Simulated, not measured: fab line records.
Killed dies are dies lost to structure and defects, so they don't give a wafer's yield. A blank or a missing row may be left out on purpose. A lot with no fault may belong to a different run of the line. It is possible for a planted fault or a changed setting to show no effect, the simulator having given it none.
fab line records	flow sky130	part 1 of 2: steps 1 to 34 of 35
[record] lots = 7	wafers = 21	last-day = 50
route steps=708 shown SD_P@327 RES_XHIGH@332 SD_N@342 SALICIDE@361 PAD_OPEN@708
lots that met no fault: taken from a fault-free run of the same line
start-h: start of the lot's first displayed wafer, in hours after the record's first day	wait-h: hours elapsed since this lot's preceding step	" identical to the entry in the row above	L1.1+2: several wafers, shown together as one row	- no value, or no start given	* or withheld: withheld	< > ~ a bound
route shown NAME@n: a module of which the file shows steps, and the number in the route of the first	usual: average and standard deviation across the fault-free wafers	same: alike in all rows	chamber/n: place in a boat	sites: each site's reading	_std_site: standard deviation across them	_edge_site: the outer-site mean with the inner-site mean subtracted	radius-mm: how far each site lies from the wafer's centre	mask NAME#n: copy n	behind: tool/chamber where the wafer was last shaped	hold: cause of the lot's hold/its duration in hours/its outcome	device: which transistor (n, p or np) failed to switch	end of line: the route-end tests of the same wafers	a step with no rows: only its recipe	killed: dies that structure and defects cost at the first sort, which is not the same as the wafer's yield	map: a wafer's dies, marking killed ones x, the rest . and places with no die _
set.NAME: the setting that was run; set.NAME@STEP: the one run at that earlier step	model.NAME: the simulator's own value behind a step, which no gauge read
certain route steps with their lots: each step a table, each wafer a row
services: the hour from which a tool's chamber was out of use, counted from the record's first day as start-h (under 0 if before that day), plus the number of hours and why
[[steps]]
[step SKY_SD_P_CD_MEAS_07]
[recipe] target-cd-nm = 380
[usual] cd-nm = 380.7/2.5
lot.wafer	tool	chamber	start-h	wait-h	cd-nm
L694.1	cd-sem-01	-	623.79	0.1	376.5
L694.3	"	-	"	"	376.5
L694.4	"	-	"	"	379.0
L699.2	cd-sem-02	-	668.11	0.1	377.9
L699.3	"	-	"	"	379.9
L699.5	"	-	"	"	379.5
L705.4	cd-sem-01	-	707.67	0.1	382.8
L705.5	"	-	"	"	381.2
L705.6	"	-	"	"	383.1
L706.2	cd-sem-01	-	719.84	0.2	375.6
L706.3	"	-	"	"	374.9
L706.6	"	-	"	"	379.2
L707.3	cd-sem-02	-	723.98	0.1	382.1
L707.5	"	-	"	"	382.4
L707.6	"	-	"	"	380.7
L712.1	cd-sem-01	-	763.79	0.1	378.3
L712.5	"	-	"	"	382.0
L712.6	"	-	"	"	378.4
L713.2	cd-sem-02	-	765.68	0.1	381.9
L713.5	"	-	"	"	379.1
L713.6	"	-	"	"	378.6
[step SKY_SD_P_OVL_MEAS_08]
[usual] SD_P_OVL = 0.8/1.2
lot.wafer	tool	chamber	start-h	wait-h	SD_P_OVL[nm]
L694.1	overlay-02	-	623.91	0.1	1.1
L694.3	"	-	"	"	0.3
L694.4	"	-	"	"	1.8
L699.2	overlay-02	-	668.22	0.1	1.0
L699.3	"	-	"	"	2.9
L699.5	"	-	"	"	1.0
L705.4	overlay-02	-	707.75	0.1	1.3
L705.5	"	-	"	"	1.2
L705.6	"	-	"	"	0.9
L706.2	overlay-01	-	719.95	0.1	-0.2
L706.3	"	-	"	"	1.3
L706.6	"	-	"	"	0.6
L707.3	overlay-02	-	724.08	0.1	0.7
L707.5	"	-	"	"	1.3
L707.6	"	-	"	"	2.0
L712.1	overlay-02	-	763.91	0.1	1.1
L712.5	"	-	"	"	2.8
L712.6	"	-	"	"	1.5
L713.2	overlay-02	-	765.79	0.1	-1.1
L713.5	"	-	"	"	1.2
L713.6	"	-	"	"	0.9
[step SKY_SD_P_IMPLANT_09]
[recipe] species = BF2	energy-kev = 20	dose-cm2 = 2.929e+15	tilt-deg = 0
[step SKY_SD_P_STRIP_10]
[recipe] chemistry = O2/N2	power-w = 1400	pressure-mtorr = 1500	platen-temp-c = withheld	o2-flow-sccm = 3000	n2-flow-sccm = 300	overash-fraction = 0.5
[usual] drypump-motor-current-A = 5.4/0.5	o2-flow-sccm = 3001/9.6	oes-product-au = 0.618/0.0049	strip-time-to-endpoint-s = 17.45/0.037
lot.wafer	tool	chamber	start-h	wait-h	drypump-motor-current-A	o2-flow-sccm	oes-product-au	rf-hours-counter-h	strip-time-to-endpoint-s
L694.1	plasma-asher-02	0	624.10	0.1	6.2	3010	0.614	96	17.48
L694.3	"	1	"	"	5.8	3000	0.626	-	17.44
L694.4	"	0	"	"	6.2	3002	0.623	-	17.47
L699.2	plasma-asher-02	1	668.40	0.1	5.8	2997	0.615	101	17.49
L699.3	"	0	"	"	6.2	3004	0.616	-	17.49
L699.5	"	0	"	"	6.2	2991	0.628	-	17.44
L705.4	plasma-asher-02	0	707.95	0.1	6.2	3008	0.617	-	17.44
L705.5	"	1	"	"	5.8	2996	0.619	-	17.43
L705.6	"	0	"	"	6.2	3007	0.620	-	17.46
L706.2	plasma-asher-01	0	720.13	0.1	5.0	3017	0.617	29	17.49
L706.3	"	0	"	"	4.9	3004	0.620	-	17.49
L706.6	"	0	"	"	5.0	3007	0.615	-	17.45
L707.3	plasma-asher-01	1	724.28	0.1	5.5	2999	0.614	-	17.48
L707.5	"	1	"	"	5.5	3000	0.621	-	17.46
L707.6	"	0	"	"	4.9	3003	0.613	-	17.43
L712.1	plasma-asher-01	1	764.10	0.1	5.5	2995	0.616	34	17.48
L712.5	"	0	"	"	5.0	2989	0.620	-	17.48
L712.6	"	1	"	"	5.5	2992	0.615	-	17.47
L713.2	plasma-asher-03	1	765.97	0.1	4.6	3009	0.620	64	17.40
L713.5	"	0	"	"	5.7	3004	0.619	-	17.40
L713.6	"	1	"	"	4.6	3019	0.619	-	17.36
[step SKY_SD_P_TW_MEAS_11]
[usual] SD_P_TW = 2834/33
lot.wafer	tool	chamber	start-h	wait-h	SD_P_TW
L694.1	film-metro-01	-	624.20	0.1	2781
L694.3	"	-	"	"	2798
L694.4	"	-	"	"	2800
L699.2	film-metro-01	-	668.51	0.1	2792
L699.3	"	-	"	"	2786
L699.5	"	-	"	"	2797
L705.4	film-metro-01	-	708.05	0.1	2815
L705.5	"	-	"	"	2809
L705.6	"	-	"	"	2800
L706.2	film-metro-02	-	720.24	0.1	2869
L706.3	"	-	"	"	2857
L706.6	"	-	"	"	2854
L707.3	film-metro-04	-	724.37	0.1	2834
L707.5	"	-	"	"	2820
L707.6	"	-	"	"	2843
L712.1	film-metro-02	-	764.20	0.1	2870
L712.5	"	-	"	"	2879
L712.6	"	-	"	"	2877
L713.2	film-metro-01	-	766.08	0.1	2795
L713.5	"	-	"	"	2822
L713.6	"	-	"	"	2813
[step SKY_RES_XHIGH_DEHYDRATE_00]
[recipe] temp-c = 200	time-s = 60
[step SKY_RES_XHIGH_HMDS_01]
[recipe] prime-time-s = 60	prime-temp-c = 120
[step SKY_RES_XHIGH_COAT_02]
[recipe] resist = NOVOLAK	spin-rpm = 3000	resist-thk-nm = 1140
[step SKY_RES_XHIGH_SOFTBAKE_03]
[recipe] temp-c = 90	time-s = 60	resist = NOVOLAK
[step SKY_RES_XHIGH_EXPOSE_04]
[recipe] mask-id = URPM	na = 0.6	source-shape = conventional	sigma-outer = 0.6	polarization = unpolarized	target-cd-nm = 1270	dose-mj = 140
[step SKY_RES_XHIGH_PEB_05]
[recipe] temp-c = withheld	time-s = *	resist = NOVOLAK
[step SKY_RES_XHIGH_DEVELOP_06]
[recipe] resist = NOVOLAK	developer = TMAH	develop-time-s = 60	dev-temp-c = 23
[step SKY_RES_XHIGH_IMPLANT_07]
[recipe] species = BF2	energy-kev = 20	dose-cm2 = 3.6e+14	tilt-deg = 0
lot.wafer	tool	chamber	start-h	wait-h
L694.1+3+4	implanter-02	0	651.70	0.1
L699.2+3+5	implanter-01	0	696.02	0.1
L705.4+5+6	implanter-02	0	736.07	0.1
L706.2+3+6	implanter-02	0	747.64	0.1
L707.3+5+6	implanter-02	0	751.06	0.1
L712.1+5+6	implanter-01	0	790.06	0.1
L713.2+5+6	implanter-01	0	791.92	0.1
[step SKY_RES_XHIGH_STRIP_08]
[recipe] chemistry = O2/N2	power-w = 1400	pressure-mtorr = 1500	platen-temp-c = withheld	o2-flow-sccm = 3000	n2-flow-sccm = 300	overash-fraction = 0.5
[usual] drypump-motor-current-A = 5.8/0.51	o2-flow-sccm = 3000/10	oes-product-au = 0.711/0.005	strip-time-to-endpoint-s = 14.27/0.043
lot.wafer	tool	chamber	start-h	wait-h	drypump-motor-current-A	o2-flow-sccm	oes-product-au	rf-hours-counter-h	strip-time-to-endpoint-s
L694.1	plasma-asher-02	1	651.85	0.1	5.8	3009	0.705	99	14.28
L694.3	"	0	"	"	6.2	2990	0.708	-	14.29
L694.4	"	1	"	"	5.8	3020	0.717	-	14.30
L699.2	plasma-asher-03	0	696.15	0.1	5.8	3004	0.706	57	14.28
L699.3	"	0	"	"	5.7	2999	0.704	-	14.35
L699.5	"	0	"	"	5.7	2990	0.709	-	14.30
L705.4	plasma-asher-03	0	736.18	0.1	5.7	3004	0.721	-	14.15
L705.5	"	1	"	"	4.6	3013	0.718	-	14.08
L705.6	"	0	"	"	5.7	2998	0.716	-	14.14
L706.2	plasma-asher-02	0	747.76	0.1	6.2	2990	0.703	1	14.15
L706.3	"	1	"	"	5.8	3000	0.716	-	14.16
L706.6	"	0	"	"	6.2	2998	0.718	-	14.15
L707.3	plasma-asher-02	1	751.19	0.1	5.8	3004	0.718	-	14.11
L707.5	"	1	"	"	5.8	3002	0.725	-	14.15
L707.6	"	0	"	"	6.2	2993	0.723	-	14.17
L712.1	plasma-asher-04	0	790.21	0.1	6.3	2991	0.715	92	14.23
L712.5	"	1	"	"	5.5	2996	0.708	-	14.26
L712.6	"	0	"	"	6.3	2996	0.710	-	14.29
L713.2	plasma-asher-02	0	792.05	0.1	6.2	2990	0.707	6	14.27
L713.5	"	0	"	"	6.2	2991	0.710	-	14.26
L713.6	"	1	"	"	5.8	2999	0.712	-	14.30
[step SKY_RES_XHIGH_TW_MEAS_09]
[usual] RES_XHIGH_TW = 1652/21
lot.wafer	tool	chamber	start-h	wait-h	RES_XHIGH_TW
L694.1	film-metro-01	-	651.95	0.1	1631
L694.3	"	-	"	"	1625
L694.4	"	-	"	"	1635
L699.2	film-metro-02	-	696.26	0.1	1671
L699.3	"	-	"	"	1670
L699.5	"	-	"	"	1676
L705.4	film-metro-04	-	736.27	0.1	1563
L705.5	"	-	"	"	1552
L705.6	"	-	"	"	1555
L706.2	film-metro-02	-	747.87	0.1	1568
L706.3	"	-	"	"	1584
L706.6	"	-	"	"	1573
L707.3	film-metro-02	-	751.28	0.1	1575
L707.5	"	-	"	"	1570
L707.6	"	-	"	"	1578
L712.1	film-metro-01	-	790.31	0.1	1637
L712.5	"	-	"	"	1634
L712.6	"	-	"	"	1637
L713.2	film-metro-01	-	792.16	0.1	1626
L713.5	"	-	"	"	1623
L713.6	"	-	"	"	1626
[step SKY_SD_N_DEHYDRATE_00]
[recipe] temp-c = 200	time-s = 60
[step SKY_SD_N_HMDS_01]
[recipe] prime-time-s = 60	prime-temp-c = 120
[step SKY_SD_N_COAT_02]
[recipe] resist = NOVOLAK	spin-rpm = 3000	resist-thk-nm = 1140
[step SKY_SD_N_SOFTBAKE_03]
[recipe] temp-c = 90	time-s = 60	resist = NOVOLAK
[step SKY_SD_N_EXPOSE_04]
[recipe] mask-id = NSDM	na = 0.6	source-shape = conventional	sigma-outer = 0.6	polarization = unpolarized	target-cd-nm = 380	dose-mj = 141
[step SKY_SD_N_PEB_05]
[recipe] temp-c = withheld	time-s = *	resist = NOVOLAK
[step SKY_SD_N_DEVELOP_06]
[recipe] resist = NOVOLAK	developer = TMAH	develop-time-s = 60	dev-temp-c = 23
[step SKY_SD_N_CD_MEAS_07]
[recipe] target-cd-nm = 380
[usual] cd-nm = 379.7/2.4
lot.wafer	tool	chamber	start-h	wait-h	cd-nm
L694.1	cd-sem-01	-	679.76	0.1	377.1
L694.3	"	-	"	"	380.9
L694.4	"	-	"	"	379.8
L699.2	cd-sem-01	-	723.08	0.1	378.4
L699.3	"	-	"	"	375.6
L699.5	"	-	"	"	376.5
L705.4	cd-sem-02	-	762.27	0.1	381.6
L705.5	"	-	"	"	383.1
L705.6	"	-	"	"	381.7
L706.2	cd-sem-02	-	774.08	0.1	378.9
L706.3	"	-	"	"	375.3
L706.6	"	-	"	"	379.6
L707.3	cd-sem-01	-	777.80	0.1	377.9
L707.5	"	-	"	"	379.0
L707.6	"	-	"	"	377.8
L712.1	cd-sem-02	-	816.25	0.1	379.5
L712.5	"	-	"	"	378.8
L712.6	"	-	"	"	379.5
L713.2	cd-sem-01	-	818.08	0.1	382.9
L713.5	"	-	"	"	382.5
L713.6	"	-	"	"	383.9
[step SKY_SD_N_OVL_MEAS_08]
[usual] SD_N_OVL = 0.9/1.6
lot.wafer	tool	chamber	start-h	wait-h	SD_N_OVL[nm]
L694.1	overlay-02	-	679.88	0.1	-3.3
L694.3	"	-	"	"	-2.4
L694.4	"	-	"	"	-2.8
L699.2	overlay-01	-	723.19	0.1	1.1
L699.3	"	-	"	"	0.9
L699.5	"	-	"	"	0.8
L705.4	overlay-02	-	762.35	0.1	-2.0
L705.5	"	-	"	"	0.1
L705.6	"	-	"	"	-0.9
L706.2	overlay-01	-	774.19	0.1	-1.0
L706.3	"	-	"	"	-1.4
L706.6	"	-	"	"	0.1
L707.3	overlay-01	-	777.89	0.1	1.4
L707.5	"	-	"	"	0.8
L707.6	"	-	"	"	2.5
L712.1	overlay-01	-	816.37	0.1	-0.9
L712.5	"	-	"	"	-1.3
L712.6	"	-	"	"	-2.2
L713.2	overlay-02	-	818.19	0.1	2.3
L713.5	"	-	"	"	1.8
L713.6	"	-	"	"	1.1
[step SKY_SD_N_IMPLANT_09]
[recipe] species = As	energy-kev = 50	dose-cm2 = 4e+15	tilt-deg = 0
[step SKY_SD_N_IMPLANT_10]
[recipe] species = P	energy-kev = 20	dose-cm2 = 1e+14	tilt-deg = 0
[step SKY_SD_N_STRIP_11]
[recipe] chemistry = O2/N2	power-w = 1400	pressure-mtorr = 1500	platen-temp-c = withheld	o2-flow-sccm = 3000	n2-flow-sccm = 300	overash-fraction = 0.5
[usual] drypump-motor-current-A = 5.7/0.48	o2-flow-sccm = 3000/10	oes-product-au = 0.527/0.0043	strip-time-to-endpoint-s = 22.55/0.041
lot.wafer	tool	chamber	start-h	wait-h	drypump-motor-current-A	o2-flow-sccm	oes-product-au	rf-hours-counter-h	strip-time-to-endpoint-s
L694.1	plasma-asher-04	0	680.22	0.1	6.3	3019	0.524	81	22.55
L694.3	"	1	"	"	5.4	2992	0.525	-	22.50
L694.4	"	0	"	"	6.3	3013	0.524	-	22.51
L699.2	plasma-asher-04	0	723.52	0.1	6.3	3007	0.519	85	22.53
L699.3	"	0	"	"	6.4	2997	0.522	-	22.49
L699.5	"	1	"	"	5.4	2998	0.535	-	22.52
L705.4	plasma-asher-04	1	762.70	0.1	5.5	3003	0.526	-	22.47
L705.5	"	1	"	"	5.4	2997	0.526	-	22.55
L705.6	"	0	"	"	6.3	2980	0.533	-	22.49
L706.2	plasma-asher-02	0	774.52	0.1	6.2	3006	0.528	3	22.54
L706.3	"	0	"	"	6.2	2988	0.531	-	22.58
L706.6	"	1	"	"	5.8	2992	0.531	-	22.55
L707.3	plasma-asher-04	0	778.25	0.1	6.3	2991	0.522	-	22.50
L707.5	"	1	"	"	5.4	3002	0.535	-	22.55
L707.6	"	0	"	"	6.3	2978	0.521	-	22.59
L712.1	plasma-asher-02	1	816.71	0.1	5.8	2994	0.531	10	22.50
L712.5	"	0	"	"	6.2	2999	0.525	-	22.55
L712.6	"	1	"	"	5.8	3004	0.528	-	22.58
L713.2	plasma-asher-04	1	818.52	0.1	5.5	2997	0.532	97	22.57
L713.5	"	1	"	"	5.5	2993	0.526	-	22.54
L713.6	"	0	"	"	6.3	2978	0.528	-	22.56
[step SKY_SD_N_TW_MEAS_12]
[usual] SD_N_TW = 3999/39
lot.wafer	tool	chamber	start-h	wait-h	SD_N_TW
L694.1	film-metro-01	-	680.32	0.1	3990
L694.3	"	-	"	"	4001
L694.4	"	-	"	"	3998
L699.2	film-metro-02	-	723.63	0.1	4078
L699.3	"	-	"	"	4082
L699.5	"	-	"	"	4107
L705.4	film-metro-01	-	762.80	0.1	3956
L705.5	"	-	"	"	3971
L705.6	"	-	"	"	3948
L706.2	film-metro-01	-	774.63	0.1	3991
L706.3	"	-	"	"	3969
L706.6	"	-	"	"	3993
L707.3	film-metro-01	-	778.34	0.1	3966
L707.5	"	-	"	"	3960
L707.6	"	-	"	"	3979
L712.1	film-metro-04	-	816.81	0.1	3946
L712.5	"	-	"	"	3962
L712.6	"	-	"	"	3978
L713.2	film-metro-04	-	818.63	0.1	3940
L713.5	"	-	"	"	3951
L713.6	"	-	"	"	3958
[step SKY_SD_N_CLEAN_13]
[recipe] chemistry = SC1/SC2	mix = 1:4:20	temp-c = 70	time-s = 150	dry = n2-spin
[step SKY_SD_N_RTA_14]
[recipe] temp-c = 1075	time-s = 2	idle-temp-c = 650	ramp-up-c-per-s = 150	ramp-down-c-per-s = 90	ambient = N2
[usual] chamber-o2-ppm = 2.000/0.022	lamp-power-pct = 15.73/0.052	wafer_temp_C_max = 1077.9/1.1
lot.wafer	tool	chamber	start-h	wait-h	chamber-o2-ppm	lamp-power-pct	wafer_temp_C_max
L694.1	rtp-anneal-02	0	680.43	0.0	1.999	15.71	1077.2
L694.3	"	0	"	"	1.982	15.78	1077.7
L694.4	"	0	"	"	1.988	15.70	1077.5
L699.2	rtp-anneal-01	0	723.74	0.0	1.998	15.63	1078.7
L699.3	"	0	"	"	1.982	15.69	1077.1
L699.5	"	0	"	"	2.001	15.77	1079.9
L705.4	rtp-anneal-01	0	762.90	0.0	2.017	15.72	1077.4
L705.5	"	0	"	"	2.037	15.76	1077.6
L705.6	"	0	"	"	2.008	15.83	1077.6
L706.2	rtp-anneal-02	0	774.74	0.0	2.005	15.64	1077.6
L706.3	"	0	"	"	1.969	15.74	1076.6
L706.6	"	0	"	"	2.025	15.74	1077.7
L707.3	rtp-anneal-01	0	778.45	0.0	1.992	15.66	1079.6
L707.5	"	0	"	"	2.001	15.60	1078.1
L707.6	"	0	"	"	1.952	15.71	1076.8
L712.1	rtp-anneal-02	0	816.92	0.0	1.987	15.68	1078.4
L712.5	"	0	"	"	1.992	15.74	1076.9
L712.6	"	0	"	"	2.004	15.69	1080.4
L713.2	rtp-anneal-01	0	818.74	0.0	2.010	15.75	1075.7
L713.5	"	0	"	"	2.016	15.76	1078.7
L713.6	"	0	"	"	2.018	15.70	1076.8
[step SKY_SD_N_RS_MEAS_16]
[recipe] thk-meas-gauge = four-point-probe
[usual] SD_N_RS = 68.59/0.12
lot.wafer	tool	chamber	start-h	wait-h	SD_N_RS[ohm/sq]
L694.1	film-metro-04	-	680.60	0.1	68.76
L694.3	"	-	"	"	68.74
L694.4	"	-	"	"	68.74
L699.2	film-metro-04	-	723.93	0.1	68.78
L699.3	"	-	"	"	68.65
L699.5	"	-	"	"	68.71
L705.4	film-metro-04	-	763.11	0.1	68.43
L705.5	"	-	"	"	68.42
L705.6	"	-	"	"	68.49
L706.2	film-metro-01	-	774.92	0.1	68.44
L706.3	"	-	"	"	68.58
L706.6	"	-	"	"	68.42
L707.3	film-metro-01	-	778.64	0.1	68.53
L707.5	"	-	"	"	68.63
L707.6	"	-	"	"	68.73
L712.1	film-metro-02	-	817.09	0.1	68.54
L712.5	"	-	"	"	68.51
L712.6	"	-	"	"	68.62
L713.2	film-metro-04	-	818.92	0.1	68.52
L713.5	"	-	"	"	68.29
L713.6	"	-	"	"	68.53
[step SKY_SD_N_RS_MEAS_17]
[recipe] thk-meas-gauge = four-point-probe
[usual] SD_P_RS = 147.5/0.4
lot.wafer	tool	chamber	start-h	wait-h	SD_P_RS[ohm/sq]
L694.1	film-metro-04	-	680.72	0.1	148.0
L694.3	"	-	"	"	147.8
L694.4	"	-	"	"	147.9
L699.2	film-metro-04	-	724.05	0.1	147.8
L699.3	"	-	"	"	148.3
L699.5	"	-	"	"	148.3
L705.4	film-metro-04	-	763.23	0.1	146.9
L705.5	"	-	"	"	147.0
L705.6	"	-	"	"	147.0
L706.2	film-metro-01	-	775.04	0.1	147.3
L706.3	"	-	"	"	147.3
L706.6	"	-	"	"	146.9
L707.3	film-metro-01	-	778.76	0.1	147.1
L707.5	"	-	"	"	146.9
L707.6	"	-	"	"	147.7
L712.1	film-metro-02	-	817.21	0.1	147.5
L712.5	"	-	"	"	147.3
L712.6	"	-	"	"	147.3
L713.2	film-metro-04	-	819.04	0.1	146.8
L713.5	"	-	"	"	146.6
L713.6	"	-	"	"	146.8
[step SKY_SD_N_RS_MEAS_18]
[recipe] thk-meas-gauge = four-point-probe
[usual] RES_XHIGH_RS = 333.7/0.97
lot.wafer	tool	chamber	start-h	wait-h	RES_XHIGH_RS[ohm/sq]
L694.1	film-metro-04	-	680.84	0.1	333.5
L694.3	"	-	"	"	335.5
L694.4	"	-	"	"	334.5
L699.2	film-metro-04	-	724.17	0.1	332.7
L699.3	"	-	"	"	332.4
L699.5	"	-	"	"	333.2
L705.4	film-metro-04	-	763.35	0.1	386.3
L705.5	"	-	"	"	385.8
L705.6	"	-	"	"	387.5
L706.2	film-metro-01	-	775.16	0.1	386.6
L706.3	"	-	"	"	384.2
L706.6	"	-	"	"	384.5
L707.3	film-metro-01	-	778.88	0.1	386.4
L707.5	"	-	"	"	386.4
L707.6	"	-	"	"	385.7
L712.1	film-metro-02	-	817.33	0.1	333.2
L712.5	"	-	"	"	333.7
L712.6	"	-	"	"	333.9
L713.2	film-metro-04	-	819.16	0.1	332.1
L713.5	"	-	"	"	332.4
L713.6	"	-	"	"	331.7
[step SKY_SALICIDE_CLEAN_00]
[recipe] chemistry = HF-last	time-s = 30	dilution = 100:1	dry = ipa-marangoni
[[key]]
[first-sign] step = SKY_RES_XHIGH_STRIP_08	reading = strip-time-to-endpoint-s	direction = down	sigmas = 2.9	usual = *	struck = *
[effect] step = SKY_RES_XHIGH_TW_MEAS_09	reading = RES_XHIGH_TW	direction = down	sigmas = 4.1	usual = 1652	struck = 1569
[effect] step = SKY_SD_N_RS_MEAS_18	reading = RES_XHIGH_RS	direction = up	sigmas = 54	usual = 333.7	struck = 385.9
[model-effect] step = SKY_PAD_OPEN_PROBE_99	value = etest.res-xhigh-po.line-ohm-um	without = 5579	struck = 1.201e+04
met-at SKY_RES_XHIGH_IMPLANT_07
struck-wafers L705.4,L705.5,L705.6,L706.2,L706.3,L706.6,L707.3,L707.5,L707.6
tester-left-out L705,L706,L707
onset-between 651.70 736.07
[fault] kind = process-parameter-drift	tool = implanter-02	chamber = -	onset-h = 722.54	steps = SKY_RES_XHIGH_IMPLANT_07	channel = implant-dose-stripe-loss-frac	offset = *	shape = step	end-h = 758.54
// tester-left-out: of these lots the tester's yield and bins aren't shown, on N5 and GAA mostly nor the transistor test; their killed dies are dies lost to structure and defects alone, not to doping, threshold or leakage, so they don't give the yield
